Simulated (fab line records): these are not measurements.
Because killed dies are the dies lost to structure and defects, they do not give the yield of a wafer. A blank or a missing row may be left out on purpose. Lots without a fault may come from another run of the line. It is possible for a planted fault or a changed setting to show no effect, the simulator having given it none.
Code-filled problem report in 8D (eight disciplines) form -- flow sky130 -- the parts of the form that need people (team, actions taken, sign-off) are left out

## 1. PROBLEM STATEMENT
Wafers without a fault read 119.04 s, standard deviation 0.19; runLengthS at SKY_VIA2_SOFTBAKE_08 reads a mean of 79.14 s on 6 wafers belonging to 2 lots. So: -99 or more standard deviations from the usual mean.
The step: time 90 s.
Earliest sighting: wafer L647.1 on lithoTrack-04 at day 39 08:00. The record has a number at this step for 39 wafers belonging to 13 lots. Rule for "out", or "out of limits": more than 4 standard deviations from the usual mean. Any other wafer with a number is counted as sound.

## 2. WHAT IT IS AND WHAT IT IS NOT
question,is,is not
which readings at this step,"runLengthS, heaterPowerTotalW",exhaustPa
which lots,"L647, L649","L636, L637, L639, L640, L641, L642, L643, L646, L653, L658, L659"
which wafers of those lots,all that have a number,-
read on which tools,lithoTrack-04,"lithoTrack-02, lithoTrack-03"
when,from day 39 08:00,"up to then (24 sound wafers); but 9 sound wafers of L653, L658, L659 came after"

## 3. THE SUSPECTS, EACH WITH WHAT RULES IT OUT
Counting: any tool at a process step up to the reading is kept as a suspect provided that every lot that is out went through it and no sound lot did after the first of them.
- lithoTrack-04 at SKY_VIA2_SOFTBAKE_08 (time 90 s): kept. Every lot that is out went through it, starting with L647 (day 39 08:00), and after that it ran no sound lot; the last sound lot it ran before then is L646 (day 39 01:00). Its own readings are out on those wafers: heaterPowerTotalW, runLengthS.
After counting, what remains is lithoTrack-04 at SKY_VIA2_SOFTBAKE_08.

## 4. THE CAUSE (what the simulator had put in)
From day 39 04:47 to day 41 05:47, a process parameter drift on lithoTrack-04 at SKY_VIA2_SOFTBAKE_08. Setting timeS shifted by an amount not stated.
Counting left only this tool.

## 5. THE CHAIN OF EFFECTS, in route order
Rows list readings where the struck wafers' mean (over those with a number) sits beyond 3 standard deviations from the usual. Scope: only readings with a usual standard deviation given in the record; hours: median across lots of the time from each lot's start at the first step in this table that gives one to its start at this step; sigmas: change in usual standard deviations.
hours,step,reading,usual,on struck wafers,change,sigmas
0,SKY_VIA2_SOFTBAKE_08,heaterPowerTotalW,57.35 W,69.69,+12.34,+99 or more
0,SKY_VIA2_SOFTBAKE_08,runLengthS,119.04 s,79.14,-39.90,-99 or more
Process steps it contains:
- SKY_VIA2_SOFTBAKE_08: time 90 s.

## 6. HOW IT WOULD HAVE BEEN CAUGHT EARLIER
In this record the first reading out of limits was taken at day 39 08:00, 3 hours after the fault began at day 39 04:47.
